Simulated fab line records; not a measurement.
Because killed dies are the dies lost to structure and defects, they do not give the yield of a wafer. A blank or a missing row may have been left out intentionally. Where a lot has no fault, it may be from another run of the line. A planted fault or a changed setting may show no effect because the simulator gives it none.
fab line records	flow sky130
record: lots: 24	wafers: 72	lastDay: 50
route steps=708 shown LOCAL_INTERCONNECT@387 CONTACT@431 VIA1@459 CAPM@537 METAL4@600 PAD_OPEN@701
lots that met no fault: taken from a fault-free run of the same line
startH: hours from the record's opening day to when the first of the lot's shown wafers began	waitH: time in hours since the lot's previous step	" identical to the entry in the row above	L1.1+2: several wafers, shown together as one row	- no value, or no start given	* or withheld: withheld	< > ~ a bound
route shown NAME@n: names a module that has steps shown in the file, with the first one's number in the route	usual: mean/standard deviation of fault-free wafers	same: alike in all rows	chamber/n: place in a boat	sites: readings site by site	_std_site: their standard deviation	_edge_site: inner sites' mean taken away from outer sites' mean	radiusMm: for every site, how far away it sits from the centre of the wafer	mask NAME#n: copy n	behind: the tool/chamber that last shaped the wafer	hold: what put the lot on hold/how long, in hours/how the hold closed	device: the n, p or np transistor that did not switch	end of line: the same wafers' tests at the end of the route	a step without rows: its recipe alone	killed: not the wafer's yield, but the dies lost to structure and defects at the first sort	map: per-die view of a wafer (x killed, . not killed, _ where there is no die)
set.NAME: the run value of the setting; set.NAME@STEP: its run value at that earlier step	model.NAME: the simulator's own value behind a step, which no gauge read
one table for each step of the route and one row for each wafer, over a sample of lots
services: when a tool's chamber went out of use (startH, in hours from the record's first day, below 0 if earlier), for how many hours, and the reason
== steps ==
step: SKY_LOCAL_INTERCONNECT_SPUTTER_00
recipe: material: TiN	targetThkNm: 100	tempC: 300	powerW: 6500	timeS: 83.3	chamberPressurePa: 0.4
usual: substrateTempC: 300.00/0.19	throttleValvePct: 30.0/1.3
lot.wafer	tool	chamber	startH	waitH	substrateTempC	throttleValvePct
L074.1	pvdSputter-01	-	658.00	0.1	300.13	29.8
L074.4	"	-	"	"	300.03	29.5
L074.6	"	-	"	"	299.88	31.1
L075.1	pvdSputter-03	-	675.90	0.2	300.12	30.4
L075.3	"	-	"	"	300.11	26.0
L075.5	"	-	"	"	299.89	30.9
L076.1	pvdSputter-02	-	689.40	0.2	300.20	30.4
L076.2	"	-	"	"	300.00	29.9
L076.4	"	-	"	"	300.08	29.5
L077.4	pvdSputter-03	-	691.86	0.1	300.01	29.6
L077.5	"	-	"	"	300.10	31.2
L077.6	"	-	"	"	299.88	29.5
L078.4	pvdSputter-01	-	701.40	0.2	300.04	28.8
L078.5	"	-	"	"	300.27	29.7
L078.6	"	-	"	"	299.81	29.2
L079.1	pvdSputter-02	-	715.54	0.2	299.85	30.9
L079.2	"	-	"	"	299.94	30.1
L079.6	"	-	"	"	300.17	29.1
L080.3	pvdSputter-02	-	731.31	0.2	300.07	29.2
L080.4	"	-	"	"	299.74	30.1
L080.5	"	-	"	"	300.14	30.4
L081.1	pvdSputter-01	-	732.71	0.1	299.65	29.8
L081.3	"	-	"	"	299.90	31.1
L081.5	"	-	"	"	299.66	29.8
L082.1	pvdSputter-01	-	736.59	0.2	300.03	30.1
L082.4	"	-	"	"	299.89	31.1
L082.5	"	-	"	"	299.89	29.9
L083.1	pvdSputter-03	-	762.16	0.2	299.91	29.8
L083.2	"	-	"	"	300.31	30.3
L083.4	"	-	"	"	300.08	26.2
L084.1	pvdSputter-01	-	768.69	0.2	300.19	28.8
L084.2	"	-	"	"	300.37	30.9
L084.4	"	-	"	"	299.88	31.6
L085.1	pvdSputter-03	-	769.70	0.1	299.93	29.8
L085.2	"	-	"	"	300.12	26.5
L085.3	"	-	"	"	299.91	31.3
L087.4	pvdSputter-03	-	778.16	0.2	299.96	31.0
L087.5	"	-	"	"	299.77	29.7
L087.6	"	-	"	"	300.14	26.1
L086.2	pvdSputter-02	-	781.60	0.2	299.86	29.9
L086.4	"	-	"	"	300.07	30.4
L086.6	"	-	"	"	299.73	29.2
L088.2	pvdSputter-01	-	783.09	0.2	299.72	31.3
L088.3	"	-	"	"	299.87	30.0
L088.4	"	-	"	"	299.76	29.1
L089.1	pvdSputter-01	-	792.66	0.2	299.69	30.9
L089.3	"	-	"	"	299.77	29.6
L089.4	"	-	"	"	300.06	32.0
L090.1	pvdSputter-02	-	802.07	0.1	300.00	30.1
L090.4	"	-	"	"	300.05	30.8
L090.6	"	-	"	"	299.91	30.0
L091.3	pvdSputter-03	-	812.93	0.1	300.19	26.4
L091.5	"	-	"	"	300.28	31.2
L091.6	"	-	"	"	300.06	30.4
L092.1	pvdSputter-01	-	821.42	0.1	300.09	29.8
L092.3	"	-	"	"	300.31	31.7
L092.6	"	-	"	"	299.71	31.7
L093.1	pvdSputter-03	-	823.70	0.2	300.10	30.3
L093.4	"	-	"	"	299.84	31.1
L093.5	"	-	"	"	299.93	29.7
L094.1	pvdSputter-02	-	829.75	0.1	300.07	30.0
L094.2	"	-	"	"	299.88	29.0
L094.3	"	-	"	"	300.01	30.9
L095.2	pvdSputter-01	-	837.99	0.2	299.93	30.9
L095.3	"	-	"	"	299.89	29.7
L095.4	"	-	"	"	299.82	29.5
L096.1	pvdSputter-01	-	846.57	0.1	300.23	31.5
L096.5	"	-	"	"	300.04	29.1
L096.6	"	-	"	"	299.89	29.5
L097.1	pvdSputter-02	-	855.54	0.1	300.00	30.0
L097.4	"	-	"	"	300.36	31.0
L097.6	"	-	"	"	300.06	30.9
step: SKY_CONTACT_RS_MEAS_25
recipe: thkMeasGauge: four-point-probe	reads: W_of_CONTACT_CVD_24+TiN_of_CONTACT_SPUTTER_23
usual: CONTACT_W_RS: 0.341/0.0052
lot.wafer	tool	chamber	startH	waitH	CONTACT_W_RS[ohm/sq]
L074.1	filmMetro-03	-	715.74	0.1	0.347
L074.4	"	-	"	"	0.343
L074.6	"	-	"	"	0.346
L075.1	filmMetro-02	-	733.10	0.1	0.340
L075.3	"	-	"	"	0.341
L075.5	"	-	"	"	0.336
L076.1	filmMetro-02	-	747.01	0.1	0.335
L076.2	"	-	"	"	0.331
L076.4	"	-	"	"	0.333
L077.4	filmMetro-03	-	749.69	0.1	0.333
L077.5	"	-	"	"	0.341
L077.6	"	-	"	"	0.335
L078.4	filmMetro-01	-	757.76	0.1	0.340
L078.5	"	-	"	"	0.345
L078.6	"	-	"	"	0.341
L079.1	filmMetro-01	-	772.87	0.1	0.345
L079.2	"	-	"	"	0.352
L079.6	"	-	"	"	0.353
L080.3	filmMetro-01	-	788.94	0.1	0.334
L080.4	"	-	"	"	0.336
L080.5	"	-	"	"	0.332
L081.1	filmMetro-01	-	789.83	0.1	0.337
L081.3	"	-	"	"	0.335
L081.5	"	-	"	"	0.336
L082.1	filmMetro-03	-	792.67	0.1	0.337
L082.4	"	-	"	"	0.336
L082.5	"	-	"	"	0.334
L083.1	filmMetro-02	-	819.83	0.1	0.336
L083.2	"	-	"	"	0.338
L083.4	"	-	"	"	0.337
L084.1	filmMetro-03	-	825.29	0.1	0.338
L084.2	"	-	"	"	0.347
L084.4	"	-	"	"	0.340
L085.1	filmMetro-02	-	826.08	0.1	0.339
L085.2	"	-	"	"	0.338
L085.3	"	-	"	"	0.343
L087.4	filmMetro-02	-	835.19	0.1	0.335
L087.5	"	-	"	"	0.329
L087.6	"	-	"	"	0.345
L086.2	filmMetro-02	-	839.53	0.1	0.342
L086.4	"	-	"	"	0.333
L086.6	"	-	"	"	0.338
L088.2	filmMetro-03	-	840.94	0.1	0.346
L088.3	"	-	"	"	0.351
L088.4	"	-	"	"	0.338
L089.1	filmMetro-02	-	851.65	0.1	0.341
L089.3	"	-	"	"	0.337
L089.4	"	-	"	"	0.346
L090.1	filmMetro-02	-	859.53	0.1	0.339
L090.4	"	-	"	"	0.337
L090.6	"	-	"	"	0.337
L091.3	filmMetro-01	-	872.11	0.1	0.342
L091.5	"	-	"	"	0.354
L091.6	"	-	"	"	0.337
L092.1	filmMetro-02	-	879.70	0.1	0.348
L092.3	"	-	"	"	0.337
L092.6	"	-	"	"	0.344
L093.1	filmMetro-01	-	881.94	0.1	0.346
L093.4	"	-	"	"	0.345
L093.5	"	-	"	"	0.340
L094.1	filmMetro-01	-	887.61	0.1	0.338
L094.2	"	-	"	"	0.339
L094.3	"	-	"	"	0.340
L095.2	filmMetro-02	-	895.41	0.1	0.342
L095.3	"	-	"	"	0.339
L095.4	"	-	"	"	0.343
L096.1	filmMetro-03	-	902.63	0.1	0.346
L096.5	"	-	"	"	0.342
L096.6	"	-	"	"	0.341
L097.1	filmMetro-01	-	911.44	0.1	0.340
L097.4	"	-	"	"	0.336
L097.6	"	-	"	"	0.342
step: SKY_VIA1_THK_MEAS_01
recipe: reads: SiO2_of_VIA1_HDPCVD_00
usual: VIA1_HDPCVD_THK: 1036/15
lot.wafer	tool	chamber	startH	waitH	VIA1_HDPCVD_THK[nm]
L074.1	filmMetro-01	-	745.84	0.1	1055
L074.4	"	-	"	"	1059
L074.6	"	-	"	"	1062
L075.1	filmMetro-04	-	763.31	0.1	1050
L075.3	"	-	"	"	1052
L075.5	"	-	"	"	1050
L076.1	filmMetro-03	-	777.06	0.1	1025
L076.2	"	-	"	"	1051
L076.4	"	-	"	"	1034
L077.4	filmMetro-01	-	778.46	0.0	1036
L077.5	"	-	"	"	1024
L077.6	"	-	"	"	1016
L078.4	filmMetro-01	-	786.50	0.0	1018
L078.5	"	-	"	"	1025
L078.6	"	-	"	"	1043
L079.1	filmMetro-03	-	802.34	0.1	1059
L079.2	"	-	"	"	1039
L079.6	"	-	"	"	1050
L080.3	filmMetro-03	-	817.80	0.1	1053
L080.4	"	-	"	"	1055
L080.5	"	-	"	"	1038
L081.1	filmMetro-01	-	819.58	0.1	1055
L081.3	"	-	"	"	1066
L081.5	"	-	"	"	1058
L082.1	filmMetro-04	-	822.17	0.1	1012
L082.4	"	-	"	"	1044
L082.5	"	-	"	"	1021
L083.1	filmMetro-03	-	849.48	0.1	1034
L083.2	"	-	"	"	1015
L083.4	"	-	"	"	1037
L084.1	filmMetro-01	-	855.09	0.1	1027
L084.2	"	-	"	"	1038
L084.4	"	-	"	"	1026
L085.1	filmMetro-04	-	856.26	0.1	1015
L085.2	"	-	"	"	1034
L085.3	"	-	"	"	1015
L087.4	filmMetro-01	-	865.15	0.0	1036
L087.5	"	-	"	"	1049
L087.6	"	-	"	"	1051
L086.2	filmMetro-03	-	870.48	0.1	1048
L086.4	"	-	"	"	1051
L086.6	"	-	"	"	1051
L088.2	filmMetro-01	-	870.73	0.1	1015
L088.3	"	-	"	"	1019
L088.4	"	-	"	"	1029
L089.1	filmMetro-01	-	880.97	0.1	1048
L089.3	"	-	"	"	1044
L089.4	"	-	"	"	1050
L090.1	filmMetro-01	-	888.66	0.1	1014
L090.4	"	-	"	"	1018
L090.6	"	-	"	"	1006
L091.3	filmMetro-04	-	900.25	0.1	1018
L091.5	"	-	"	"	1030
L091.6	"	-	"	"	1024
L092.1	filmMetro-03	-	907.39	0.1	1030
L092.3	"	-	"	"	1033
L092.6	"	-	"	"	1028
L093.1	filmMetro-01	-	909.18	0.1	1038
L093.4	"	-	"	"	1051
L093.5	"	-	"	"	1051
L094.1	filmMetro-04	-	914.52	0.1	1022
L094.2	"	-	"	"	1015
L094.3	"	-	"	"	1008
L095.2	filmMetro-03	-	921.29	0.1	1042
L095.3	"	-	"	"	1035
L095.4	"	-	"	"	1038
L096.1	filmMetro-01	-	929.61	0.1	1041
L096.5	"	-	"	"	1032
L096.6	"	-	"	"	1032
L097.1	filmMetro-01	-	937.89	0.1	1023
L097.4	"	-	"	"	1023
L097.6	"	-	"	"	1037
step: SKY_CAPM_CVD_00
recipe: material: SiO2	targetThkNm: 15.5	tempC: 400	timeS: withheld	rfW: 450
usual: heaterPowerW: 677/80
lot.wafer	tool	chamber	startH	waitH	heaterPowerW
L074.1	pecvd-01	1	834.01	0.0	690
L074.4	"	2	"	"	664
L074.6	"	0	"	"	568
L075.1	pecvd-03	2	850.74	0.0	616
L075.3	"	0	"	"	688
L075.5	"	2	"	"	619
L076.1	pecvd-03	1	862.59	0.0	788
L076.2	"	2	"	"	639
L076.4	"	0	"	"	660
L077.4	pecvd-01	0	867.76	0.0	598
L077.5	"	2	"	"	619
L077.6	"	1	"	"	639
L078.4	pecvd-03	1	874.33	0.0	834
L078.5	"	2	"	"	696
L078.6	"	0	"	"	670
L079.1	pecvd-03	0	889.93	0.0	696
L079.2	"	2	"	"	693
L079.6	"	0	"	"	688
L080.3	pecvd-01	2	904.76	0.0	609
L080.4	"	2	"	"	595
L080.5	"	0	"	"	531
L081.1	pecvd-03	2	909.05	0.0	684
L081.3	"	0	"	"	704
L081.5	"	0	"	"	698
L082.1	pecvd-02	0	909.63	0.0	639
L082.4	"	2	"	"	705
L082.5	"	0	"	"	632
L083.1	pecvd-03	1	932.56	0.0	744
L083.2	"	2	"	"	658
L083.4	"	2	"	"	637
L084.1	pecvd-01	2	938.55	0.0	661
L084.2	"	1	"	"	609
L084.4	"	2	"	"	679
L085.1	pecvd-03	2	939.55	0.0	615
L085.2	"	0	"	"	600
L085.3	"	1	"	"	800
L087.4	pecvd-01	0	945.98	0.0	504
L087.5	"	1	"	"	563
L087.6	"	2	"	"	607
L086.2	pecvd-03	1	951.01	0.0	764
L086.4	"	0	"	"	651
L086.6	"	2	"	"	646
L088.2	pecvd-02	0	952.57	0.0	619
L088.3	"	2	"	"	711
L088.4	"	2	"	"	697
L089.1	pecvd-02	0	961.18	0.0	667
L089.3	"	2	"	"	739
L089.4	"	2	"	"	740
L090.1	pecvd-03	2	969.17	0.0	560
L090.4	"	2	"	"	578
L090.6	"	0	"	"	685
L091.3	pecvd-01	1	979.44	0.0	669
L091.5	"	2	"	"	665
L091.6	"	1	"	"	676
L092.1	pecvd-02	2	986.06	0.0	695
L092.3	"	0	"	"	561
L092.6	"	0	"	"	564
L093.1	pecvd-01	2	987.40	0.0	573
L093.4	"	2	"	"	588
L093.5	"	1	"	"	723
L094.1	pecvd-03	1	991.40	0.0	825
L094.2	"	2	"	"	677
L094.3	"	0	"	"	632
L095.2	pecvd-02	0	998.46	0.0	646
L095.3	"	1	"	"	837
L095.4	"	0	"	"	650
L096.1	pecvd-01	1	1006.08	0.0	681
L096.5	"	0	"	"	591
L096.6	"	2	"	"	610
L097.1	pecvd-02	1	1015.23	0.0	804
L097.4	"	1	"	"	796
L097.6	"	1	"	"	802
step: SKY_METAL4_SPUTTER_02
recipe: material: AlCu	targetThkNm: 735	powerW: 10600	timeS: 39.1	chamberPressurePa: 0.4
usual: throttleValvePct: 29.7/1.2
lot.wafer	tool	chamber	startH	waitH	throttleValvePct
L074.1	pvdSputter-02	-	918.24	0.0	30.9
L074.4	"	-	"	"	29.2
L074.6	"	-	"	"	30.2
L075.1	pvdSputter-03	-	932.10	0.0	26.2
L075.3	"	-	"	"	30.4
L075.5	"	-	"	"	29.6
L076.1	pvdSputter-03	-	943.72	0.0	31.2
L076.2	"	-	"	"	26.2
L076.4	"	-	"	"	29.7
L077.4	pvdSputter-04	-	947.58	0.0	30.2
L077.5	"	-	"	"	28.1
L077.6	"	-	"	"	30.3
L078.4	pvdSputter-03	-	953.75	0.0	29.8
L078.5	"	-	"	"	30.8
L078.6	"	-	"	"	30.9
L079.1	pvdSputter-04	-	967.89	0.0	28.1
L079.2	"	-	"	"	30.7
L079.6	"	-	"	"	30.7
L080.3	pvdSputter-04	-	982.20	0.0	30.4
L080.4	"	-	"	"	30.5
L080.5	"	-	"	"	28.1
L081.1	pvdSputter-02	-	984.95	0.0	30.4
L081.3	"	-	"	"	30.9
L081.5	"	-	"	"	30.6
L082.1	pvdSputter-04	-	986.29	0.0	30.1
L082.4	"	-	"	"	27.9
L082.5	"	-	"	"	30.1
L083.1	pvdSputter-03	-	1008.97	0.0	29.7
L083.2	"	-	"	"	30.2
L083.4	"	-	"	"	26.5
L084.1	pvdSputter-03	-	1012.40	0.0	29.7
L084.2	"	-	"	"	30.4
L084.4	"	-	"	"	31.2
L085.1	pvdSputter-04	-	1014.35	0.0	30.5
L085.2	"	-	"	"	27.9
L085.3	"	-	"	"	30.1
L087.4	pvdSputter-02	-	1020.40	0.0	29.1
L087.5	"	-	"	"	30.7
L087.6	"	-	"	"	29.7
L086.2	pvdSputter-04	-	1024.30	0.0	30.0
L086.4	"	-	"	"	28.0
L086.6	"	-	"	"	28.1
L088.2	pvdSputter-04	-	1026.79	0.0	27.8
L088.3	"	-	"	"	30.4
L088.4	"	-	"	"	29.8
L089.1	pvdSputter-02	-	1035.30	0.0	30.9
L089.3	"	-	"	"	30.6
L089.4	"	-	"	"	29.3
L090.1	pvdSputter-04	-	1043.61	0.0	27.9
L090.4	"	-	"	"	29.8
L090.6	"	-	"	"	27.8
L091.3	pvdSputter-04	-	1052.12	0.0	30.4
L091.5	"	-	"	"	30.5
L091.6	"	-	"	"	28.2
L092.1	pvdSputter-04	-	1057.65	0.0	30.6
L092.3	"	-	"	"	30.1
L092.6	"	-	"	"	30.3
L093.1	pvdSputter-03	-	1058.43	0.0	31.1
L093.4	"	-	"	"	30.3
L093.5	"	-	"	"	31.0
L094.1	pvdSputter-02	-	1063.30	0.0	30.1
L094.2	"	-	"	"	29.2
L094.3	"	-	"	"	30.8
L095.2	pvdSputter-02	-	1069.47	0.0	29.2
L095.3	"	-	"	"	30.4
L095.4	"	-	"	"	29.8
L096.1	pvdSputter-04	-	1075.10	0.0	29.9
L096.5	"	-	"	"	30.1
L096.6	"	-	"	"	30.6
L097.1	pvdSputter-04	-	1088.95	0.0	30.0
L097.4	"	-	"	"	30.7
L097.6	"	-	"	"	30.4
step: SKY_PAD_OPEN_ETCH_07
recipe: chemistry: CF4/O2	targetDepthNm: 725	stopOn: AlCu	sourceW: 800	biasW: 150	pressureMtorr: 150	cf4FlowSccm: 80	O2_flow_sccm: 10	timeS: 161.1
usual: drypumpMotorCurrentA: 5.6/0.37	oesProductAu: 0.978/0.0072	throttleValvePct: 5.965/0.0084
lot.wafer	tool	chamber	startH	waitH	drypumpMotorCurrentA	oesProductAu	rfHoursCounterH	throttleValvePct
L074.1	rieDiel-01	1	1062.62	-	5.5	0.974	21	5.956
L074.4	"	0	"	"	4.9	0.992	22	5.961
L074.6	"	2	"	"	5.8	0.986	-	5.948
L075.1	rieDiel-02	1	1074.32	-	5.8	0.970	14	5.962
L075.3	"	0	"	"	5.7	0.979	7	5.970
L075.5	"	0	"	"	5.7	0.983	-	5.962
L076.1	rieDiel-01	1	1085.63	-	5.5	0.971	21	5.965
L076.2	"	3	"	"	5.5	0.978	12	5.968
L076.4	"	2	"	"	5.8	0.983	19	5.952
L077.4	rieDiel-01	3	1086.88	-	5.5	0.971	12	5.970
L077.5	"	3	"	"	5.5	0.979	-	5.952
L077.6	"	0	"	"	5.0	0.988	-	5.964
L078.4	rieDiel-01	3	1093.33	-	5.5	0.967	12	5.962
L078.5	"	2	"	"	5.8	0.973	-	5.955
L078.6	"	1	"	"	5.5	0.984	-	5.955
L079.1	rieDiel-02	0	1105.03	-	5.7	0.967	8	5.969
L079.2	"	1	"	"	5.8	0.969	15	5.971
L079.6	"	0	"	"	5.7	0.988	-	5.977
L080.3	rieDiel-04	2	1115.39	-	5.1	0.976	30	5.956
L080.4	"	0	"	"	5.1	0.982	15	5.965
L080.5	"	3	"	"	5.1	0.974	-	5.954
L081.1	rieDiel-01	1	1115.74	-	5.5	0.972	23	5.980
L081.3	"	2	"	"	5.8	0.970	20	5.970
L081.5	"	0	"	"	4.9	0.987	-	5.986
L082.1	rieDiel-01	3	1116.48	-	5.5	0.968	13	5.970
L082.4	"	0	"	"	4.9	0.980	24	5.963
L082.5	"	3	"	"	5.5	0.977	-	5.988
L083.1	rieDiel-02	2	1137.19	-	6.2	0.980	12	5.963
L083.2	"	0	"	"	5.7	0.984	10	5.962
L083.4	"	1	"	"	5.8	0.992	16	5.960
L084.1	rieDiel-04	0	1140.68	-	5.1	0.978	16	5.960
L084.2	"	1	"	"	6.1	0.978	16	5.972
L084.4	"	3	"	"	5.1	0.971	30	5.960
L085.1	rieDiel-01	0	1145.93	-	4.9	0.991	25	5.959
L085.2	"	1	"	"	5.5	0.985	24	5.964
L085.3	"	3	"	"	5.5	0.974	14	5.969
L087.4	rieDiel-04	2	1150.93	-	5.2	0.990	32	5.966
L087.5	"	0	"	"	5.1	0.982	-	5.969
L087.6	"	1	"	"	6.1	0.986	-	5.950
L086.2	rieDiel-01	3	1151.78	-	5.5	0.972	14	5.957
L086.4	"	2	"	"	5.8	0.986	21	5.959
L086.6	"	3	"	"	5.5	0.980	-	5.966
L088.2	rieDiel-02	2	1154.53	-	6.3	0.985	13	5.970
L088.3	"	1	"	"	5.8	0.976	17	5.967
L088.4	"	3	"	"	5.3	0.977	11	5.972
L089.1	rieDiel-02	1	1157.88	-	5.8	0.976	17	5.975
L089.3	"	0	"	"	5.7	0.978	10	5.958
L089.4	"	2	"	"	6.2	0.987	13	5.959
L090.1	rieDiel-04	3	1169.68	-	5.1	0.967	31	5.968
L090.4	"	0	"	"	5.1	0.976	17	5.960
L090.6	"	1	"	"	6.1	0.987	-	5.968
L091.3	rieDiel-04	3	1172.68	-	5.1	0.965	31	5.965
L091.5	"	1	"	"	6.2	0.967	-	5.970
L091.6	"	2	"	"	5.2	0.973	-	5.962
L092.1	rieDiel-01	3	1175.94	-	5.5	0.975	15	5.956
L092.3	"	2	"	"	5.8	0.984	22	5.963
L092.6	"	1	"	"	5.5	0.979	-	5.969
L093.1	rieDiel-01	3	1177.63	-	5.5	0.966	15	5.951
L093.4	"	1	"	"	5.5	0.970	25	5.972
L093.5	"	2	"	"	5.8	0.976	-	5.975
L094.1	rieDiel-01	0	1181.38	-	5.0	0.977	26	5.968
L094.2	"	1	"	"	5.5	0.978	25	5.960
L094.3	"	2	"	"	5.8	0.977	22	5.949
L095.2	rieDiel-02	0	1187.04	-	5.7	0.981	12	5.969
L095.3	"	1	"	"	5.8	0.982	18	5.967
L095.4	"	3	"	"	5.3	0.979	12	5.971
L096.1	rieDiel-02	3	1190.63	-	5.3	0.971	13	5.961
L096.5	"	0	"	"	5.7	0.986	-	5.971
L096.6	"	3	"	"	5.3	0.965	-	5.969
L097.1	rieDiel-01	1	1199.63	-	5.5	0.977	26	5.967
L097.4	"	0	"	"	4.9	0.995	27	5.967
L097.6	"	1	"	"	5.5	0.983	-	5.980
== services ==
tool	chamber	startH	hours	kind
pvdSputter-04	-	636.81	1.0	repair
pvdSputter-04	-	647.86	0.6	repair
rieDiel-01	3	665.48	16.8	repair
rieDiel-01	2	668.66	16.0	repair
rieDiel-01	3	697.17	8.3	repair
pvdSputter-02	-	720.17	3.7	repair
pvdSputter-03	-	736.56	9.0	repair
pvdSputter-04	-	741.28	2.0	repair
pvdSputter-02	-	748.89	26.0	repair
rieDiel-01	-	752.37	0.6	repair
pvdSputter-02	-	753.30	1.8	repair
pvdSputter-03	-	781.78	2.3	repair
pvdSputter-02	-	820.24	9.1	repair
rieDiel-01	3	843.00	1.2	repair
pvdSputter-03	-	856.70	2.2	repair
pvdSputter-02	-	869.68	1.7	repair
rieDiel-01	-	875.10	0.3	repair
pvdSputter-02	-	911.63	2.6	repair
pvdSputter-02	-	939.71	6.3	repair
pvdSputter-03	-	961.74	3.9	repair
pvdSputter-02	-	1005.55	2.5	repair
pvdSputter-02	-	1117.88	4.6	repair
pvdSputter-03	-	1123.36	2.6	repair
pvdSputter-03	-	1137.95	2.4	repair
== key ==
fault none
